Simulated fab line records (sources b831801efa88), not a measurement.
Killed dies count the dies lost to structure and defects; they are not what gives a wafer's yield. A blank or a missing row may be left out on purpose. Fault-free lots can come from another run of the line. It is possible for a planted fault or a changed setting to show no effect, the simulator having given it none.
fab line records ; flow sky130
record: lots: 10; wafers: 30; last_day: 50
route steps=708 shown SONOS_ONO@185 POLY_GATE@213 RES_PROTECT@214 PAD_OPEN@708
lots with no fault: from the same line, run without faults
start_h: hours from the record's opening day to when the first of the lot's shown wafers began ; wait_h: hours from the lot's prior step to this one ; " identical to the entry in the row above ; L1.1+2: several wafers, shown together as one row ; - value missing, or start not given ; * or withheld: withheld ; < > ~ a bound
route shown NAME@n: a module of which the file shows steps, and the number in the route of the first ; usual: the fault-free wafers' mean and standard deviation ; same: alike in all rows ; chamber/n: place in a boat ; sites: per-site readings ; _std_site: the values' standard deviation ; _edge_site: outer sites' mean less inner sites' ; radius_mm: how far each site lies from the wafer's centre ; mask NAME#n: copy n ; behind: tool/chamber where the wafer was last shaped ; hold: what put the lot on hold/how long, in hours/how the hold closed ; device: transistor that didn't switch, given as n, p or np ; end of line: the same wafers' tests at the end of the route ; a step without rows: its recipe alone ; killed: dies lost to structure and defects at the first sort, not the wafer's yield ; map: a wafer's dies, x killed, . not, _ none there
set.NAME: the run value of the setting; set.NAME@STEP: its run value at that earlier step ; model.NAME: the simulator's own value behind a step, which no gauge read
the route's steps for a sample of lots (tables are steps, rows are wafers)
services: when a tool's chamber went out of use (start_h, in hours from the record's first day, below 0 if earlier), for how many hours, and the reason
== steps ==
step: SKY_SONOS_ONO_STRIP_17
recipe: chemistry: O2/N2; power_w: 1400; pressure_mtorr: 1500; platen_temp_c: withheld; o2_flow_sccm: 3000; n2_flow_sccm: 300; overash_fraction: 0.5
usual: drypump_motor_current_A: 5.7/0.62; oes_product_au: 0.710/0.0044; strip_time_to_endpoint_s: 14.09/0.039
lot.wafer;tool;chamber;start_h;wait_h;drypump_motor_current_A;oes_product_au;rf_hours_counter_h;strip_time_to_endpoint_s
L948.1;plasma_asher-02;0;278.59;0.0;6.3;0.708;62;14.06
L948.3;plasma_asher-02;0;278.59;0.0;6.3;0.716;-;14.11
L948.5;plasma_asher-02;0;278.59;0.0;6.2;0.709;-;14.05
L949.2;plasma_asher-02;1;280.34;0.0;5.1;0.715;62;14.02
L949.3;plasma_asher-02;1;280.34;0.0;5.1;0.718;-;14.00
L949.5;plasma_asher-02;1;280.34;0.0;5.1;0.716;-;14.03
L953.2;plasma_asher-02;0;318.42;0.0;6.2;0.708;65;14.15
L953.4;plasma_asher-02;0;318.42;0.0;6.2;0.709;-;14.17
L953.5;plasma_asher-02;0;318.42;0.0;6.2;0.707;-;14.16
L955.1;plasma_asher-01;1;330.81;0.0;5.4;0.709;18;14.08
L955.3;plasma_asher-01;1;330.81;0.0;5.5;0.711;-;14.10
L955.6;plasma_asher-01;0;330.81;0.0;6.2;0.709;-;14.09
L960.2;plasma_asher-04;0;375.38;0.0;6.5;0.702;67;14.11
L960.3;plasma_asher-04;1;375.38;0.0;4.7;0.711;-;14.10
L960.5;plasma_asher-04;1;375.38;0.0;4.7;0.708;-;14.13
L963.1;plasma_asher-04;1;407.35;0.0;4.7;0.706;70;14.02
L963.2;plasma_asher-04;0;407.35;0.0;6.5;0.711;70;14.03
L963.4;plasma_asher-04;0;407.35;0.0;6.5;0.700;-;14.07
L964.3;plasma_asher-01;0;407.68;0.0;6.2;0.717;-;14.05
L964.5;plasma_asher-01;0;407.68;0.0;6.2;0.709;-;14.00
L964.6;plasma_asher-01;1;407.68;0.0;5.5;0.709;-;14.05
L965.3;plasma_asher-02;0;412.13;0.0;6.2;0.716;-;14.10
L965.4;plasma_asher-02;1;412.13;0.0;5.2;0.708;-;14.10
L965.6;plasma_asher-02;0;412.13;0.0;6.2;0.711;-;14.12
L966.2;plasma_asher-04;1;419.44;0.0;4.7;0.708;71;14.10
L966.3;plasma_asher-04;0;419.44;0.0;6.5;0.707;-;14.13
L966.6;plasma_asher-04;0;419.44;0.0;6.5;0.717;-;14.11
L971.2;plasma_asher-02;1;465.44;0.0;5.2;0.710;3;14.06
L971.4;plasma_asher-02;1;465.44;0.0;5.2;0.709;-;14.12
L971.5;plasma_asher-02;1;465.44;0.0;5.2;0.712;-;14.11
step: SKY_POLY_GATE_IMPLANT_02
recipe: species: P; energy_kev: 30; dose_cm2: 7.7e+15; tilt_deg: 0
usual: beam_on_s: 35.7/1.7; dose_ions_cm2: 7.702e+15/7.7e+12; end_station_pressure_torr: 1.08e-05/6.6e-07
lot.wafer;tool;chamber;start_h;wait_h;beam_on_s;dose_ions_cm2;end_station_pressure_torr
L948.1;implanter-03;0;337.38;0.1;37.2;7.703e+15;1.05e-05
L948.3;implanter-03;0;337.38;0.1;37.9;7.701e+15;1.03e-05
L948.5;implanter-03;0;337.38;0.1;37.5;7.69e+15;9.6e-06
L949.2;implanter-02;0;339.85;0.1;34.6;7.715e+15;1.13e-05
L949.3;implanter-02;0;339.85;0.1;34.6;7.69e+15;1.08e-05
L949.5;implanter-02;0;339.85;0.1;34.7;7.704e+15;1.05e-05
L953.2;implanter-03;0;377.59;0.1;37.3;7.722e+15;9.8e-06
L953.4;implanter-03;0;377.59;0.1;37.5;7.698e+15;1.07e-05
L953.5;implanter-03;0;377.59;0.1;38.7;7.703e+15;1.04e-05
L955.1;implanter-02;0;391.53;0.1;35.4;7.709e+15;1.07e-05
L955.3;implanter-02;0;391.53;0.1;34.0;7.709e+15;1.05e-05
L955.6;implanter-02;0;391.53;0.1;34.2;7.699e+15;1.08e-05
L960.2;implanter-03;0;439.44;0.1;36.9;7.701e+15;1.06e-05
L960.3;implanter-03;0;439.44;0.1;38.6;7.685e+15;1.03e-05
L960.5;implanter-03;0;439.44;0.1;38.5;7.692e+15;1e-05
L963.1;implanter-02;0;475.18;0.1;35.3;7.699e+15;1.21e-05
L963.2;implanter-02;0;475.18;0.1;35.2;7.712e+15;1.21e-05
L963.4;implanter-02;0;475.18;0.1;34.7;7.701e+15;1.14e-05
L964.3;implanter-03;0;475.62;0.1;15.9;3.203e+15;1.24e-05
L964.5;implanter-03;0;475.62;0.1;16.0;3.207e+15;1.27e-05
L964.6;implanter-03;0;475.62;0.1;15.7;3.206e+15;1.32e-05
L965.3;implanter-03;0;486.87;0.1;15.8;3.203e+15;1.32e-05
L965.4;implanter-03;0;486.87;0.1;16.2;3.194e+15;1.44e-05
L965.6;implanter-03;0;486.87;0.1;15.9;3.206e+15;1.29e-05
L966.2;implanter-04;0;487.15;0.1;34.0;7.691e+15;1.15e-05
L966.3;implanter-04;0;487.15;0.1;34.3;7.713e+15;1.21e-05
L966.6;implanter-04;0;487.15;0.1;33.1;7.707e+15;1.06e-05
L971.2;implanter-02;0;531.69;0.1;34.8;7.693e+15;1.03e-05
L971.4;implanter-02;0;531.69;0.1;34.3;7.707e+15;1.14e-05
L971.5;implanter-02;0;531.69;0.1;35.4;7.699e+15;1.12e-05
step: SKY_RES_PROTECT_STRIP_07
recipe: chemistry: O2/N2; power_w: 1400; pressure_mtorr: 1500; platen_temp_c: withheld; o2_flow_sccm: 3000; n2_flow_sccm: 300; overash_fraction: 0.5
usual: drypump_motor_current_A: 5.6/0.62; oes_product_au: 0.518/0.0046; strip_time_to_endpoint_s: 23.31/0.041
lot.wafer;tool;chamber;start_h;wait_h;drypump_motor_current_A;oes_product_au;rf_hours_counter_h;strip_time_to_endpoint_s
L948.1;plasma_asher-03;1;337.53;0.1;5.3;0.515;53;23.40
L948.3;plasma_asher-03;0;337.53;0.1;5.8;0.520;-;23.32
L948.5;plasma_asher-03;1;337.53;0.1;5.3;0.517;-;23.33
L949.2;plasma_asher-03;0;339.98;0.1;5.8;0.520;54;23.35
L949.3;plasma_asher-03;0;339.98;0.1;5.8;0.521;-;23.33
L949.5;plasma_asher-03;1;339.98;0.1;5.3;0.514;-;23.33
L953.2;plasma_asher-03;0;377.72;0.1;5.8;0.510;58;23.34
L953.4;plasma_asher-03;0;377.72;0.1;5.8;0.520;-;23.35
L953.5;plasma_asher-03;1;377.72;0.1;5.3;0.520;-;23.38
L955.1;plasma_asher-01;1;391.68;0.1;5.5;0.518;24;23.30
L955.3;plasma_asher-01;1;391.68;0.1;5.5;0.521;-;23.31
L955.6;plasma_asher-01;0;391.68;0.1;6.2;0.521;-;23.32
L960.2;plasma_asher-03;0;439.56;0.1;5.8;0.510;64;23.35
L960.3;plasma_asher-03;1;439.56;0.1;5.3;0.513;-;23.36
L960.5;plasma_asher-03;0;439.56;0.1;5.8;0.513;-;23.32
L963.1;plasma_asher-03;0;475.35;0.1;5.8;0.511;68;23.33
L963.2;plasma_asher-03;1;475.35;0.1;5.3;0.513;68;23.36
L963.4;plasma_asher-03;0;475.35;0.1;5.8;0.512;-;23.37
L964.3;plasma_asher-04;0;475.76;0.1;6.5;0.567;-;19.86
L964.5;plasma_asher-04;1;475.76;0.1;4.7;0.568;-;19.89
L964.6;plasma_asher-04;0;475.76;0.1;6.5;0.573;-;19.82
L965.3;plasma_asher-04;0;487.01;0.1;6.5;0.569;-;19.80
L965.4;plasma_asher-04;1;487.01;0.1;4.7;0.569;-;19.76
L965.6;plasma_asher-04;1;487.01;0.1;4.7;0.571;-;19.74
L966.2;plasma_asher-04;1;487.27;0.1;4.7;0.520;80;23.33
L966.3;plasma_asher-04;0;487.27;0.1;6.5;0.518;-;23.30
L966.6;plasma_asher-04;1;487.27;0.1;4.7;0.518;-;23.32
L971.2;plasma_asher-04;0;531.81;0.1;6.5;0.516;85;23.34
L971.4;plasma_asher-04;1;531.81;0.1;4.7;0.517;-;23.31
L971.5;plasma_asher-04;1;531.81;0.1;4.7;0.514;-;23.33
step: SKY_RES_PROTECT_TW_MEAS_08
usual: POLY_GATE_TW: 4086/34
lot.wafer;tool;chamber;start_h;wait_h;hold;POLY_GATE_TW
L948.1;film_metro-04;-;337.63;0.1;-;4108
L948.3;film_metro-04;-;337.63;0.1;-;4124
L948.5;film_metro-04;-;337.63;0.1;-;4112
L949.2;film_metro-02;-;340.13;0.1;-;4124
L949.3;film_metro-02;-;340.13;0.1;-;4087
L949.5;film_metro-02;-;340.13;0.1;-;4089
L953.2;film_metro-03;-;377.83;0.1;-;4055
L953.4;film_metro-03;-;377.83;0.1;-;4053
L953.5;film_metro-03;-;377.83;0.1;-;4061
L955.1;film_metro-02;-;391.78;0.1;-;4113
L955.3;film_metro-02;-;391.78;0.1;-;4114
L955.6;film_metro-02;-;391.78;0.1;-;4131
L960.2;film_metro-04;-;439.67;0.1;-;4081
L960.3;film_metro-04;-;439.67;0.1;-;4070
L960.5;film_metro-04;-;439.67;0.1;-;4095
L963.1;film_metro-04;-;475.45;0.1;-;4111
L963.2;film_metro-04;-;475.45;0.1;-;4128
L963.4;film_metro-04;-;475.45;0.1;-;4123
L964.3;film_metro-03;-;475.84;0.1;await_dispo/0.2h/release;3747
L964.5;film_metro-03;-;475.84;0.1;await_dispo/0.2h/release;3722
L964.6;film_metro-03;-;475.84;0.1;await_dispo/0.2h/release;3737
L964.3;film_metro-03;-;476.07;0.2;-;3741
L964.5;film_metro-03;-;476.07;0.2;-;3737
L964.6;film_metro-03;-;476.07;0.2;-;3747
L965.3;film_metro-02;-;487.14;0.1;await_dispo/0.2h/release;3775
L965.4;film_metro-02;-;487.14;0.1;await_dispo/0.2h/release;3743
L965.6;film_metro-02;-;487.14;0.1;await_dispo/0.2h/release;3758
L965.3;film_metro-02;-;487.37;0.2;-;3762
L965.4;film_metro-02;-;487.37;0.2;-;3764
L965.6;film_metro-02;-;487.37;0.2;-;3779
L966.2;film_metro-03;-;487.38;0.1;-;4052
L966.3;film_metro-03;-;487.38;0.1;-;4014
L966.6;film_metro-03;-;487.38;0.1;-;4052
L971.2;film_metro-04;-;531.92;0.1;-;4129
L971.4;film_metro-04;-;531.92;0.1;-;4125
L971.5;film_metro-04;-;531.92;0.1;-;4126
step: SKY_POLY_GATE_ETCH_17
recipe: target_depth_nm: 180; stop_on: SiO2; over_etch_frac: 0.56667; chemistry: HBr/Cl2; target: poly-Si; icp_w: 400; bias_w: 100; pressure_mtorr: 10; HBr_flow_sccm: 150; Cl2_flow_sccm: 50; time_s: 70.5
usual: drypump_motor_current_A: 6.0/0.53; oes_product_au: 0.985/0.0098; throttle_valve_pct: 33.684/0.009
lot.wafer;tool;chamber;start_h;wait_h;drypump_motor_current_A;oes_product_au;rf_hours_counter_h;throttle_valve_pct
L948.1;rie_si-02;3;369.26;0.0;5.5;0.982;81;33.666
L948.3;rie_si-02;2;369.26;0.0;5.3;0.995;65;33.667
L948.5;rie_si-02;1;369.26;0.0;6.0;0.988;-;33.679
L949.2;rie_si-01;2;370.21;0.0;5.4;0.987;80;33.684
L949.3;rie_si-01;1;370.21;0.0;6.5;0.967;59;33.680
L949.5;rie_si-01;2;370.21;0.0;5.4;0.977;-;33.674
L953.2;rie_si-01;3;410.11;0.0;5.7;0.990;28;33.670
L953.4;rie_si-01;3;410.11;0.0;5.6;0.991;-;33.693
L953.5;rie_si-01;0;410.11;0.0;6.7;0.999;-;33.682
L955.1;rie_si-01;0;423.17;0.0;6.8;0.995;53;33.684
L955.3;rie_si-01;2;423.17;0.0;5.4;0.984;0;33.702
L955.6;rie_si-01;1;423.17;0.0;6.6;0.975;-;33.686
L960.2;rie_si-01;0;472.90;0.0;6.8;0.983;54;33.678
L960.3;rie_si-01;1;472.90;0.0;6.6;0.973;60;33.690
L960.5;rie_si-01;3;472.90;0.0;5.6;0.980;-;33.691
L963.1;rie_si-02;3;508.26;0.0;5.5;0.971;1;33.686
L963.2;rie_si-02;0;508.26;0.0;6.5;0.998;1;33.669
L963.4;rie_si-02;1;508.26;0.0;6.0;0.988;6;33.684
L964.3;rie_si-01;3;510.02;0.0;5.6;0.981;29;33.688
L964.5;rie_si-01;3;510.02;0.0;5.6;0.994;-;33.687
L964.6;rie_si-01;2;510.02;0.0;5.4;0.991;-;33.677
L966.2;rie_si-02;2;520.05;0.0;5.4;0.998;0;33.695
L966.3;rie_si-02;0;520.05;0.0;6.5;0.994;1;33.683
L966.6;rie_si-02;2;520.05;0.0;5.4;0.995;-;33.678
L965.3;rie_si-01;2;520.17;0.0;5.4;0.989;1;33.689
L965.4;rie_si-01;3;520.17;0.0;5.7;1.002;-;33.707
L965.6;rie_si-01;2;520.17;0.0;5.4;0.988;-;33.698
L971.2;rie_si-02;2;564.21;0.0;5.4;0.991;0;33.669
L971.4;rie_si-02;0;564.21;0.0;6.5;0.971;1;33.687
L971.5;rie_si-02;2;564.21;0.0;5.4;0.988;-;33.690
step: SKY_POLY_GATE_STRIP_18
recipe: chemistry: O2/N2; power_w: 1400; pressure_mtorr: 1500; platen_temp_c: withheld; o2_flow_sccm: 3000; n2_flow_sccm: 300; overash_fraction: 0.5
usual: drypump_motor_current_A: 5.6/0.52; oes_product_au: 0.361/0.0054; strip_time_to_endpoint_s: 3.17/0.058
lot.wafer;tool;chamber;start_h;wait_h;drypump_motor_current_A;oes_product_au;rf_hours_counter_h;strip_time_to_endpoint_s
L948.1;plasma_asher-03;0;369.32;0.0;5.8;0.360;57;3.28
L948.3;plasma_asher-03;1;369.32;0.0;5.3;0.363;-;3.15
L948.5;plasma_asher-03;0;369.32;0.0;5.8;0.359;-;3.14
L949.2;plasma_asher-02;1;370.27;0.0;5.2;0.364;70;3.23
L949.3;plasma_asher-02;1;370.27;0.0;5.2;0.362;-;3.19
L949.5;plasma_asher-02;0;370.27;0.0;6.3;0.357;-;3.18
L953.2;plasma_asher-02;0;410.17;0.0;6.2;0.365;74;3.21
L953.4;plasma_asher-02;0;410.17;0.0;6.2;0.357;-;3.16
L953.5;plasma_asher-02;1;410.17;0.0;5.2;0.360;-;3.17
L955.1;plasma_asher-03;0;423.22;0.0;5.8;0.362;62;3.18
L955.3;plasma_asher-03;1;423.22;0.0;5.3;0.366;-;3.25
L955.6;plasma_asher-03;1;423.22;0.0;5.3;0.369;-;3.25
L960.2;plasma_asher-03;1;472.96;0.0;5.3;0.362;68;3.20
L960.3;plasma_asher-03;1;472.96;0.0;5.3;0.363;-;3.18
L960.5;plasma_asher-03;1;472.96;0.0;5.3;0.365;-;3.17
L963.1;plasma_asher-03;1;508.32;0.0;5.3;0.364;72;3.22
L963.2;plasma_asher-03;0;508.32;0.0;5.8;0.358;72;3.17
L963.4;plasma_asher-03;1;508.32;0.0;5.3;0.351;-;3.09
L964.3;plasma_asher-02;0;510.10;0.1;6.2;0.361;-;3.15
L964.5;plasma_asher-02;0;510.10;0.1;6.2;0.360;-;3.13
L964.6;plasma_asher-02;1;510.10;0.1;5.2;0.369;-;3.20
L966.2;plasma_asher-03;1;520.11;0.0;5.3;0.361;73;3.21
L966.3;plasma_asher-03;0;520.11;0.0;5.8;0.360;-;3.21
L966.6;plasma_asher-03;1;520.11;0.0;5.3;0.361;-;3.13
L965.3;plasma_asher-04;1;520.25;0.1;4.7;0.368;-;3.07
L965.4;plasma_asher-04;0;520.25;0.1;6.5;0.371;-;3.13
L965.6;plasma_asher-04;0;520.25;0.1;6.5;0.363;-;3.18
L971.2;plasma_asher-03;1;564.27;0.0;5.3;0.351;78;3.18
L971.4;plasma_asher-03;1;564.27;0.0;5.3;0.364;-;3.24
L971.5;plasma_asher-03;1;564.27;0.0;5.3;0.365;-;3.24
step: SKY_PAD_OPEN_PROBE_99
usual: killed_at_M0_to_M3: 43/6.4; killed_at_M4_up: 2.9/1.7; killed_at_contacts: 24/5; killed_at_front_end: 15/4; killed_at_other: 0.4/0.62; killed_dies: 86/9.3; killed_open: 47/6.8; killed_short: 38/5.8
same: gross_dies: 492; killed_at_back_side: 0
lot.wafer;tool;chamber;start_h;wait_h;killed_at_M0_to_M3;killed_at_M4_up;killed_at_contacts;killed_at_front_end;killed_at_other;killed_dies;killed_open;killed_short
L953.2;prober-01;-;1104.74;0.1;56;2;28;20;1;107;57;49
L953.4;prober-01;-;1104.84;0.2;38;3;26;10;0;77;38;39
L953.5;prober-01;-;1104.89;0.2;39;1;14;18;0;72;38;34
L963.1;prober-02;-;1165.65;0.1;40;1;20;16;0;77;44;33
L963.2;prober-02;-;1165.70;0.1;38;2;26;19;0;85;46;39
L963.4;prober-02;-;1165.80;0.2;43;1;22;21;0;87;49;38
L964.3;prober-01;-;1167.07;0.2;37;3;33;9;0;82;47;35
L964.5;prober-01;-;1167.17;0.2;39;2;19;11;1;72;35;36
L964.6;prober-01;-;1167.22;0.2;39;6;23;16;0;84;46;36
L965.3;prober-01;-;1170.33;0.2;42;7;27;10;0;86;38;48
L965.4;prober-01;-;1170.38;0.2;35;7;27;15;1;85;49;36
L965.6;prober-01;-;1170.48;0.2;39;4;18;19;0;80;38;42
killed by level:class
L953.2 VIA1:geometric_particle:open=13 LI_CONTACT:geometric_particle:open=9 VIA2:geometric_particle:open=9 VIA3:geometric_particle:open=8 VIA1:geometric_particle:short=7 FIELD_ISO:geometric_particle:short=6 METAL1:geometric_particle:short=6 POLY_GATE:geometric_particle:short=5
L953.4 CONTACT:geometric_particle:open=10 VIA2:geometric_particle:open=7 CONTACT:geometric_particle:short=6 VIA1:geometric_particle:open=6 METAL3:geometric_particle:short=5 LI_CONTACT:geometric_particle:open=4 LOCAL_INTERCONNECT:geometric_particle:short=4 VIA2:geometric_particle:short=4
L953.5 VIA1:geometric_particle:open=13 FIELD_ISO:geometric_particle:short=7 METAL2:geometric_particle:short=6 VIA2:geometric_particle:open=6 CONTACT:geometric_particle:short=5 CONTACT:geometric_particle:open=5 VIA3:geometric_particle:open=4 POLY_GATE:geometric_particle:short=3
L963.1 CONTACT:geometric_particle:open=9 VIA2:geometric_particle:open=7 FIELD_ISO:geometric_particle:open=5 VIA3:geometric_particle:short=5 LOCAL_INTERCONNECT:geometric_particle:short=5 METAL1:geometric_particle:short=5 POLY_GATE:geometric_particle:open=4 VIA1:geometric_particle:open=4
L963.2 METAL2:geometric_particle:short=10 LI_CONTACT:geometric_particle:open=9 FIELD_ISO:geometric_particle:open=8 VIA1:geometric_particle:open=7 LOCAL_INTERCONNECT:geometric_particle:short=6 CONTACT:geometric_particle:open=6 VIA2:geometric_particle:open=5 VIA3:geometric_particle:open=4
L963.4 VIA1:geometric_particle:open=9 LI_CONTACT:geometric_particle:open=8 METAL1:geometric_particle:short=8 CONTACT:geometric_particle:open=7 VIA1:geometric_particle:short=6 FIELD_ISO:geometric_particle:short=5 FIELD_ISO:geometric_particle:open=5 POLY_GATE:geometric_particle:open=5
L964.3 CONTACT:geometric_particle:open=16 CONTACT:geometric_particle:short=7 VIA1:geometric_particle:open=7 VIA1:geometric_particle:short=6 METAL2:geometric_particle:short=6 VIA3:geometric_particle:open=6 LI_CONTACT:geometric_particle:open=5 METAL1:geometric_particle:short=4
L964.5 VIA3:geometric_particle:open=9 CONTACT:geometric_particle:open=6 FIELD_ISO:geometric_particle:open=5 METAL2:geometric_particle:short=5 LI_CONTACT:geometric_particle:open=4 CONTACT:geometric_particle:short=4 METAL1:geometric_particle:short=4 VIA2:geometric_particle:short=4
L964.6 CONTACT:geometric_particle:open=11 VIA1:geometric_particle:open=10 POLY_GATE:geometric_particle:short=6 LI_CONTACT:geometric_particle:open=6 VIA3:geometric_particle:open=6 METAL1:geometric_particle:short=5 CONTACT:geometric_particle:short=4 VIA1:geometric_particle:short=4
L965.3 LI_CONTACT:geometric_particle:open=9 VIA2:geometric_particle:short=7 CONTACT:geometric_particle:open=7 VIA1:geometric_particle:open=7 METAL1:geometric_particle:short=6 METAL3:geometric_particle:short=6 CONTACT:geometric_particle:short=5 POLY_GATE:geometric_particle:open=5
L965.4 CONTACT:geometric_particle:open=11 VIA1:geometric_particle:open=10 VIA1:geometric_particle:short=6 POLY_GATE:geometric_particle:short=5 VIA3:geometric_particle:open=5 POLY_GATE:geometric_particle:open=4 LI_CONTACT:geometric_particle:open=4 LOCAL_INTERCONNECT:geometric_particle:short=4
L965.6 VIA2:geometric_particle:open=8 LOCAL_INTERCONNECT:geometric_particle:short=7 VIA1:geometric_particle:short=7 METAL2:geometric_particle:short=7 POLY_GATE:geometric_particle:short=6 CONTACT:geometric_particle:open=6 VIA1:geometric_particle:open=5 POLY_GATE:geometric_particle:open=4
== services ==
tool;chamber;start_h;hours;kind
implanter-04;-;255.73;6.2;pm
implanter-04;-;273.10;14.4;pm
implanter-03;-;273.59;9.3;repair
implanter-02;-;301.85;6.8;pm
implanter-04;-;322.97;2.2;repair
plasma_asher-04;-;328.91;11.8;repair
implanter-02;-;342.85;1.2;repair
rie_si-01;-;359.68;1.3;repair
rie_si-01;1;362.23;4.2;repair
implanter-03;-;395.02;2.7;repair
plasma_asher-04;-;399.03;1.3;repair
plasma_asher-02;-;421.25;9.0;pm
rie_si-02;2;425.37;2.4;repair
implanter-03;-;425.37;10.8;pm
plasma_asher-02;-;436.00;8.8;repair
plasma_asher-02;-;450.15;1.2;repair
plasma_asher-01;-;456.44;28.1;pm
rie_si-01;2;466.11;11.8;repair
plasma_asher-02;-;468.69;10.2;repair
rie_si-01;-;481.43;0.5;repair
plasma_asher-01;-;486.24;1.1;repair
plasma_asher-01;-;490.53;2.8;pm
plasma_asher-02;-;529.87;14.6;pm
plasma_asher-03;-;547.75;0.9;repair
== key ==
first_sign: step: SKY_POLY_GATE_IMPLANT_02; reading: dose_ions_cm2; direction: down; sigmas: 99+; usual: *; struck: *
effect: step: SKY_POLY_GATE_IMPLANT_02; reading: beam_on_s; direction: down; sigmas: 11; usual: 35.7; struck: 15.9
effect: step: SKY_RES_PROTECT_STRIP_07; reading: strip_time_to_endpoint_s; direction: down; sigmas: 86; usual: *; struck: *
effect: step: SKY_RES_PROTECT_TW_MEAS_08; reading: visit; direction: added
effect: step: SKY_RES_PROTECT_TW_MEAS_08; reading: POLY_GATE_TW; direction: down; sigmas: 10; usual: 4086; struck: 3747
met_at SKY_POLY_GATE_IMPLANT_02
struck_lots L964,L965
tester_left_out L964,L965
not_acting_at SKY_SONOS_ONO_STRIP_17,SKY_POLY_GATE_ETCH_17,SKY_POLY_GATE_STRIP_18
onset_between 439.44 475.62
fault: kind: process_parameter_drift; tool: implanter-03; chamber: -; onset_h: 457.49; steps: SKY_POLY_GATE_IMPLANT_02; channel: dose_cm2; offset: *; shape: step; end_h: 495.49; acts_in: *; stated: *
tester_left_out: of these lots the tester's yield and bins aren't shown, on N5 and GAA mostly nor the transistor test; their killed dies are dies lost to structure and defects alone, not to doping, threshold or leakage, so they don't give the yield
